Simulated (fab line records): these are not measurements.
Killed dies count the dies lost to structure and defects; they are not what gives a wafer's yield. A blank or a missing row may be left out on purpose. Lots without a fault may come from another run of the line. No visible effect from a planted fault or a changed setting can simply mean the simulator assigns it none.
Comparing a struck lot with a sound one + flow sky130 + 16 out of 708 route steps
Sound: these wafers, L632.4, L632.5, L632.6. Wafers L637.2, L637.3, L637.6 were the ones struck. The cause is named last.
Order at every step that has rows: each side's tool, ch and its chambers, its first start. Under that, the readings that differ: sound wafers + struck wafers + difference of the means + sigmas: that difference in standard deviations of wafers without a fault.
alike: readings whose means differ by less than 2 such deviations, and words and numbers that are the same on both sides. not compared: withheld readings, readings that some wafer has no value for, bounds like >300 that may hide the same value, and numbers for which the record gives no deviation and whose values overlap.
A row with sigmas, a row that says differs or no value, or rows on one side alone: a step with any of these is where the two part. Numbers that have no deviation but don't overlap get no sigmas and don't part them. A reading that every wafer of one side lacks parts them only if that side has two wafers or more.

SKY_LDD_P_OVL_MEAS_08:
  sound on overlay-02 at day 20 06:53; struck on overlay-02 at day 22 11:02
  alike: LDD_P_OVL
then, 1 step without rows for these wafers: SKY_LDD_P_IMPLANT_09.
SKY_LDD_P_STRIP_10: strips in O2/N2.
  sound on plasmaAsher-02 ch 0,1, day 20 07:05; struck on plasmaAsher-03 ch 0,1, day 22 11:13
| reading                  | sound             | struck            | difference | sigmas |
|--------------------------|-------------------|-------------------|------------|--------|
| stripTimeToEndpointS (s) | 14.14 14.20 14.15 | 14.25 14.25 14.21 | +0.07      | +2     |
  alike: chamberPressureMTorr, drypumpMotorCurrentA, oesProductAu
  not compared: rfHoursCounterH
SKY_LDD_P_TW_MEAS_11:
  sound on filmMetro-01 at day 20 07:11; struck on filmMetro-01 at day 22 11:19
  alike: LDD_P_TW
then, 7 steps without rows for these wafers: SKY_LDD_HVN_DEHYDRATE_00 (time 60 s); SKY_LDD_HVN_HMDS_01 (prime time 60 s); SKY_LDD_HVN_COAT_02 (resist thk 300 nm); SKY_LDD_HVN_SOFTBAKE_03 (time 60 s); SKY_LDD_HVN_EXPOSE_04 (exposes mask HVNTM, target cd 700 nm); SKY_LDD_HVN_PEB_05; SKY_LDD_HVN_DEVELOP_06 (develop time 60 s).
SKY_LDD_HVN_OVL_MEAS_07:
  sound on overlay-02 at day 21 13:08; struck on overlay-01 at day 23 16:32
  alike: LDD_HVN_OVL
SKY_LDD_HVN_IMPLANT_08:
  sound on implanter-04 ch 0, day 21 13:14; struck on implanter-02 ch 0, day 23 16:36
| reading                  | sound                | struck               | difference | sigmas      |
|--------------------------|----------------------|----------------------|------------|-------------|
| beamEnergyKeV            | 59.989 60.000 60.002 | 65.925 65.914 65.928 | +5.925     | +99 or more |
| model.implant.rpNm (nm)  | 56.31 56.31 56.31    | 63.05 63.05 63.05    | +6.74      |             |
| model.implant.drpNm (nm) | 28.15 28.15 28.15    | 30.58 30.58 30.58    | +2.43      |             |
SKY_LDD_HVN_STRIP_09: strips in O2/N2.
  sound on plasmaAsher-03 ch 0,1, day 21 13:20; struck on plasmaAsher-02 ch 0,1, day 23 16:43
  alike: chamberPressureMTorr, drypumpMotorCurrentA, oesProductAu, stripTimeToEndpointS
  not compared: rfHoursCounterH
SKY_LDD_HVN_TW_MEAS_10:
  sound on filmMetro-04 at day 21 13:26; struck on filmMetro-02 at day 23 16:50
| reading    | sound          | struck         | difference | sigmas |
|------------|----------------|----------------|------------|--------|
| LDD_HVN_TW | 1422 1431 1429 | 1460 1453 1461 | +31        | +4     |
  not compared: hold
-- record jumps: 25 days separate the struck wafers' starts on either side; left off in module LDD_HVN, taken up again in module PAD_OPEN, whose first shown step is the route's number 708 --
SKY_PAD_OPEN_PROBE_99:
  sound on prober-02 at day 46 12:07; struck on prober-01 at day 48 06:15
| reading                              | sound                | struck               | difference | sigmas |
|--------------------------------------|----------------------|----------------------|------------|--------|
| model.etest.tip_n_5v.rsOhmSq         | 1377 1382 1369       | 1338 1324 1334       | -44        |        |
| model.etest.nfetG5v0d10v5.vtSatV (V) | 0.7645 0.7587 0.7575 | 0.7475 0.7506 0.7512 | -0.0105    |        |
  alike: killed_at_M0_to_M3, killed_at_M4_up, killedAtContacts, killedAtFrontEnd, killedAtOther, killedDies, killedOnRim, killedOpen, killedShort

## WHERE THEY PART
Last at SKY_LDD_HVN_TW_MEAS_10 as far as this record goes, first at SKY_LDD_P_STRIP_10. Later steps at which nothing parts them and some readings are alike: SKY_PAD_OPEN_PROBE_99.

WHY: what the simulator had put in
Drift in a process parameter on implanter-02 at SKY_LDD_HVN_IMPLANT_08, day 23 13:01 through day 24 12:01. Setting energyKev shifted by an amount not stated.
